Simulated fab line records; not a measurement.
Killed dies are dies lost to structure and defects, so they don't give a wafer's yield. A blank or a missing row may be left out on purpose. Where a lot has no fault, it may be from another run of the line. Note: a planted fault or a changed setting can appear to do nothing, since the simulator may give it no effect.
What tool caused it?	flow sky130	13 lots, 39 wafers sampled, at 2 steps of a route of 708

== WHAT EACH GAUGE READ, for each wafer ==
SKY_CONTACT_THK_MEAS_03. Usual: CONTACT_HDPCVD_THK gives 591 nm (standard deviation 5.9).
lot	measured	on	CONTACT_HDPCVD_THK (nm)	flag
L423	day 30 18:30	filmMetro-02	596 593 582	
L424	day 31 06:29	filmMetro-01	596 591 593	
L425	day 31 12:52	filmMetro-03	597 606 596	
L427	day 31 22:49	filmMetro-02	577 578 591	
L428	day 32 23:34	filmMetro-01	594 592 600	
L429	day 33 01:28	filmMetro-03	588 588 591	
L433	day 33 23:22	filmMetro-01	595 585 582	
L432	day 34 00:39	filmMetro-02	587 602 590	
L434	day 34 03:57	filmMetro-01	589 589 583	
L436	day 34 23:05	filmMetro-02	597 580 591	
L440	day 36 06:40	filmMetro-02	595 599 600	
L442	day 37 01:14	filmMetro-03	592 598 593	
L444	day 37 07:42	filmMetro-01	589 593 588	

== WHAT TOOL EACH LOT RAN ON (gives the tool, then ch and the chambers of the sampled wafers, and finally the start) ==
lot	SKY_LI_CONTACT_SPUTTER_20
L423	pvdSputter-04, day 29 12:49
L424	pvdSputter-04, day 30 01:19
L425	pvdSputter-03, day 30 06:45
L427	pvdSputter-02, day 30 17:21
L428	pvdSputter-02, day 31 18:03
L429	pvdSputter-04, day 31 20:34
L433	pvdSputter-02, day 32 18:59
L432	pvdSputter-04, day 32 19:58
L434	pvdSputter-03, day 32 23:33
L436	pvdSputter-02, day 33 19:17
L440	pvdSputter-02, day 35 03:09
L442	pvdSputter-03, day 35 21:25
L444	pvdSputter-02, day 36 03:14
- SKY_LI_CONTACT_SPUTTER_20: material TiN, target thk 20 nm, time 80 s.

== WHAT THE TOOLS THEMSELVES READ (means of the sampled wafers that have a number; where no wafer has one, the mark that the record gives instead) ==
SKY_LI_CONTACT_SPUTTER_20. Usual: cathodeDcPowerW 4000.1 W, standard deviation 0.71; throttleValvePct 29.6 %, standard deviation 1.
lot	tool	cathodeDcPowerW (W)	throttleValvePct (%)	flag
L423	pvdSputter-04	4000.2	29.7	
L424	pvdSputter-04	4000.4	29.9	
L425	pvdSputter-03	4000.0	29.4	
L427	pvdSputter-02	3999.6	29.7	
L428	pvdSputter-02	4000.0	29.3	
L429	pvdSputter-04	3999.8	31.5	
L433	pvdSputter-02	4000.2	29.1	
L432	pvdSputter-04	3999.5	31.4	
L434	pvdSputter-03	3999.8	29.6	
L436	pvdSputter-02	4000.4	29.5	
L440	pvdSputter-02	4000.0	28.9	
L442	pvdSputter-03	3999.9	29.5	
L444	pvdSputter-02	4000.3	29.5	

== THE ANSWER, worked out from the rows above alone ==
Rule: take the mean of a lot's wafers that have a number; if it is more than 3 standard deviations from the usual mean, the lot is off. A lot without any number at a reading at which 4 lots or more have one is off too. All remaining lots with rows at the step are treated as sound. Order of review: gauges by route order, followed by the tools' own readings, for which a lot's mean as printed above is used. At the first step where some lot is off, the reading lying furthest off is the one used; lots without a number count as furthest.
Nothing can be told from this: no lot is off at any reading shown.

== WHAT THE SIMULATOR HAD PUT IN ==
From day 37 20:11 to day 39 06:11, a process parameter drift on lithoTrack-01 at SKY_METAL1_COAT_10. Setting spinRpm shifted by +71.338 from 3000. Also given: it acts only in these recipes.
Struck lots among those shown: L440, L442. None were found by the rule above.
